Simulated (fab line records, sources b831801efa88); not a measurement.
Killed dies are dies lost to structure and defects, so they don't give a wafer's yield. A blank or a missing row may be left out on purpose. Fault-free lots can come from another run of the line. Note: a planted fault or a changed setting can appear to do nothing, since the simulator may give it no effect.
Which tool did it? ; flow sky130 ; 12 lots with 36 wafers sampled at 4 steps, on a route of 708 steps

WHAT THE GAUGES READ, wafer by wafer
SKY_FIELD_ISO_CD_MEAS_13: target cd 150 nm.
lot;measured;on;cd-nm (nm)
L590;day 2 10:41;cd-sem-02;151.2 150.2 150.3
L592;day 2 21:35;cd-sem-01;149.3 150.5 149.3
L593;day 3 03:38;cd-sem-02;151.6 151.4 152.0
L594;day 3 06:50;cd-sem-01;149.6 151.8 151.5
L596;day 3 17:28;cd-sem-02;149.5 149.3 150.2
L597;day 3 21:47;cd-sem-02;149.3 150.0 148.8
L599;day 4 09:49;cd-sem-01;150.4 150.6 151.5
L600;day 4 13:47;cd-sem-01;150.1 150.8 149.9
L604;day 5 09:25;cd-sem-01;150.8 151.7 150.5
L607;day 6 05:23;cd-sem-02;151.1 151.1 150.1
L609;day 6 13:50;cd-sem-01;148.2 148.4 148.5
L612;day 7 04:47;cd-sem-02;148.7 147.9 148.6

SKY_VT_ADJUST_HVTR_TW_MEAS_11.
lot;measured;on;VT_ADJUST_HVTR_TW
L590;day 9 20:10;film-metro-01;212.0 212.0 213.2
L592;day 10 08:46;film-metro-03;210.9 210.8 209.4
L593;day 10 17:11;film-metro-02;213.9 214.3 213.4
L594;day 10 21:08;film-metro-01;212.4 213.4 213.2
L596;day 11 14:59;film-metro-02;212.0 210.3 211.0
L597;day 11 15:56;film-metro-01;168.4 169.4 168.9
L599;day 12 16:25;film-metro-01;170.2 170.1 170.0
L600;day 13 04:34;film-metro-02;170.1 169.5 169.5
L604;day 14 05:08;film-metro-03;211.1 210.8 211.4
L607;day 15 01:05;film-metro-02;213.2 211.9 212.1
L609;day 15 17:39;film-metro-01;209.2 212.2 210.3
L612;day 16 18:32;film-metro-01;212.4 211.9 211.5

WHICH TOOL RAN EACH LOT (tool, then ch and the chambers of the sampled wafers, then the start)
lot;SKY_PWDE_STRIP_09;SKY_VT_ADJUST_HVTR_IMPLANT_09
L590;plasma-asher-03 ch 0,1, day 4 03:02;implanter-03 ch 0, day 9 19:56
L592;plasma-asher-02 ch 0,1, day 4 13:02;implanter-02 ch 0, day 10 08:32
L593;plasma-asher-04 ch 0,1, day 4 21:14;implanter-03 ch 0, day 10 16:47
L594;plasma-asher-03 ch 0,1, day 4 23:30;implanter-04 ch 0, day 10 20:54
L596;plasma-asher-04 ch 0,1, day 5 10:40;implanter-04 ch 0, day 11 14:44
L597;plasma-asher-04 ch 0,1, day 5 14:41;implanter-04 ch 0, day 11 15:41
L599;plasma-asher-02 ch 0,1, day 6 06:14;implanter-04 ch 0, day 12 16:12
L600;plasma-asher-02 ch 0,1, day 6 16:14;implanter-04 ch 0, day 13 04:20
L604;plasma-asher-03 ch 0,1, day 7 11:04;implanter-03 ch 0, day 14 04:53
L607;plasma-asher-04 ch 0,1, day 8 02:52;implanter-02 ch 0, day 15 00:50
L609;plasma-asher-04 ch 0,1, day 8 14:15;implanter-03 ch 0, day 15 17:25
L612;plasma-asher-04 ch 0,1, day 9 09:17;implanter-02 ch 0, day 16 18:17
- SKY_PWDE_STRIP_09: strips in O2/N2.
- SKY_VT_ADJUST_HVTR_IMPLANT_09

AS READ BY THE TOOLS THEMSELVES (means over the sampled wafers that have a number; for cases with no such wafer, the mark the record gives instead)
SKY_PWDE_STRIP_09.
lot;tool;drypump-motor-current-A (A);oes-product-au (a.u.);strip-time-to-endpoint-s (s)
L590;plasma-asher-03;5.0;0.722;36.94
L592;plasma-asher-02;5.7;0.725;36.84
L593;plasma-asher-04;6.0;0.728;37.06
L594;plasma-asher-03;5.2;0.723;37.07
L596;plasma-asher-04;6.0;0.719;37.09
L597;plasma-asher-04;6.1;0.724;36.87
L599;plasma-asher-02;5.8;0.723;37.11
L600;plasma-asher-02;5.8;0.723;36.89
L604;plasma-asher-03;5.0;0.720;36.98
L607;plasma-asher-04;6.0;0.724;36.77
L609;plasma-asher-04;6.0;0.721;36.96
L612;plasma-asher-04;6.0;0.724;36.84

SKY_VT_ADJUST_HVTR_IMPLANT_09.
lot;tool;dose-ions-cm2;faraday-current-uA
L590;implanter-03;2.1024e+12;11.89
L592;implanter-02;2.1019e+12;11.90
L593;implanter-03;2.0987e+12;11.87
L594;implanter-04;2.0984e+12;12.16
L596;implanter-04;2.0990e+12;11.83
L597;implanter-04;9.3397e+11;5.27
L599;implanter-04;9.3553e+11;5.25
L600;implanter-04;9.3587e+11;5.29
L604;implanter-03;2.0997e+12;11.82
L607;implanter-02;2.1036e+12;11.74
L609;implanter-03;2.0975e+12;12.02
L612;implanter-02;2.1028e+12;11.84

THE ANSWER, worked out from the rows above alone
Rule: the lots themselves supply what counts as usual. The widest of any qualifying gaps counts: lots, ordered by their means at a reading, are off when they make up no more than a third of the lots, leave a main group of 4 or more, and stand apart from it by 3 or more times the standard deviation of that group's means. The tables above print the reading to a certain number of digits; a main group whose means all agree to those digits is not used. A lot without any number at a reading at which 4 lots or more have one is off too. All remaining lots with rows at the step are treated as sound. First the gauges in route order, then the tools' own readings, where a lot's mean is used as printed above. At the first step where some lot is off, the reading lying furthest off is the one used; lots without a number count as furthest.
Off: L597, L599, L600, seen at SKY_VT_ADJUST_HVTR_TW_MEAS_11 (VT_ADJUST_HVTR_TW). For the main group the mean is 211.9 and the standard deviation 1.1.
A tool fits if, at a process step before that reading, it ran every lot that is off, and no sound lot after the first of them. The gauges at SKY_VT_ADJUST_HVTR_TW_MEAS_11 aren't tried: what is off there is off at SKY_VT_ADJUST_HVTR_IMPLANT_09 too, on other tools, and a gauge's error can't cause that. One fits: implanter-04 at SKY_VT_ADJUST_HVTR_IMPLANT_09. A fault onset in the window from L596 (day 11 14:44, its last sound lot) to L597 (day 11 15:41, its first lot off) fits.
The tool's own readings at SKY_VT_ADJUST_HVTR_IMPLANT_09 bear it out: on the lots that are off they differ by more than 5 times the standard deviation of the sound lots' means. dose-ions-cm2 reads 9.3512e+11 there against 2.1004e+12 on the sound lots; faraday-current-uA reads 5.27 there against 11.90 on the sound lots.

WHAT HAD BEEN PUT IN BY THE SIMULATOR
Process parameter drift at SKY_VT_ADJUST_HVTR_IMPLANT_09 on implanter-04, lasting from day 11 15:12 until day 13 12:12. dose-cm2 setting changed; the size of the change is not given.
Shown lots that were struck: L597, L599, L600. Same finding as the rule above.
